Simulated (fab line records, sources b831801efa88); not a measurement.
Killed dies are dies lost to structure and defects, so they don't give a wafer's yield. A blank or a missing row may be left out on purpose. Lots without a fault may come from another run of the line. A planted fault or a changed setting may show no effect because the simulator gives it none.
Which tool did it? | flow sky130 | 14 lots, 42 wafers sampled, at 2 steps of a route of 708

WHAT THE GAUGES READ, wafer by wafer
SKY_SD_N_CD_MEAS_07: target cd 380 nm.
lot  | measured     | on        | cd_nm (nm)
L182 | day 27 19:28 | cd_sem-02 | 383.3 381.3 381.7
L184 | day 28 23:53 | cd_sem-02 | 381.2 380.1 383.0
L185 | day 29 06:37 | cd_sem-02 | 380.8 379.1 379.7
L188 | day 30 13:46 | cd_sem-02 | 377.2 374.3 377.1
L187 | day 30 14:29 | cd_sem-02 | 385.8 383.5 385.1
L190 | day 31 01:40 | cd_sem-02 | 377.7 377.5 374.7
L189 | day 31 05:59 | cd_sem-02 | 381.3 382.3 384.3
L192 | day 31 08:29 | cd_sem-02 | 378.3 380.6 379.0
L193 | day 31 21:14 | cd_sem-02 | 307.3 304.9 381.8 307.5 305.4 381.7
L194 | day 32 06:19 | cd_sem-02 | 307.1 379.5 303.8 307.0 379.1 304.2
L199 | day 33 18:50 | cd_sem-01 | 380.7 382.9 381.8
L200 | day 34 08:49 | cd_sem-01 | 380.1 381.3 378.3
L204 | day 35 09:30 | cd_sem-02 | 380.5 381.4 379.6
L205 | day 35 11:32 | cd_sem-02 | 384.2 383.4 383.7

WHICH TOOL RAN EACH LOT (tool, then ch and the chambers of the sampled wafers, then the start)
lot  | SKY_SD_N_DEVELOP_06
L182 | litho_track-03 ch 0, day 27 19:19
L184 | litho_track-03 ch 0, day 28 23:45
L185 | litho_track-04 ch 0, day 29 06:28
L188 | litho_track-03 ch 0, day 30 13:37
L187 | litho_track-03 ch 0, day 30 14:18
L190 | litho_track-04 ch 0, day 31 01:31
L189 | litho_track-03 ch 0, day 31 05:45
L192 | litho_track-04 ch 0, day 31 08:12
L193 | litho_track-04 ch 0, day 31 21:01
L194 | litho_track-04 ch 0, day 32 06:10
L199 | litho_track-01 ch 0, day 33 18:41
L200 | litho_track-01 ch 0, day 34 08:40
L204 | litho_track-04 ch 0, day 35 09:21
L205 | litho_track-03 ch 0, day 35 11:24
- SKY_SD_N_DEVELOP_06: develop time 60 s.

WHAT THE TOOLS THEMSELVES READ (means of the sampled wafers that have a number; where no wafer has one, the mark that the record gives instead)
The record holds no such reading with a usual standard deviation.

THE ANSWER, worked out from the rows above alone
Rule: what is usual is taken from the lots themselves. Put in order of their means at a reading, lots are off if they are a third of the lots or fewer, leave a main group of 4 or more, and stand apart from it by a gap of 3 or more times the standard deviation of the main group's means; of several such gaps the widest counts. A main group whose means are all the same, to the digits that the tables above print for the reading, isn't used. A lot without any number at a reading at which 4 lots or more have one is off too. The other lots that the step has rows for count as sound. The gauges are gone through in route order, then the tools' own readings, and for those a lot's mean is taken as printed above. The first step at which some lot is off is used, and at that step the reading that is off furthest; a lot without a number counts as furthest.
Off: L193, L194, at SKY_SD_N_CD_MEAS_07 (cd_nm). The main group: mean 380.7 nm, standard deviation 2.5.
A tool fits if, at a process step before that reading, it ran every lot that is off, and no sound lot after the first of them. The gauges at SKY_SD_N_CD_MEAS_07 are tried like those tools. None of those tried fits.

WHAT THE SIMULATOR HAD PUT IN
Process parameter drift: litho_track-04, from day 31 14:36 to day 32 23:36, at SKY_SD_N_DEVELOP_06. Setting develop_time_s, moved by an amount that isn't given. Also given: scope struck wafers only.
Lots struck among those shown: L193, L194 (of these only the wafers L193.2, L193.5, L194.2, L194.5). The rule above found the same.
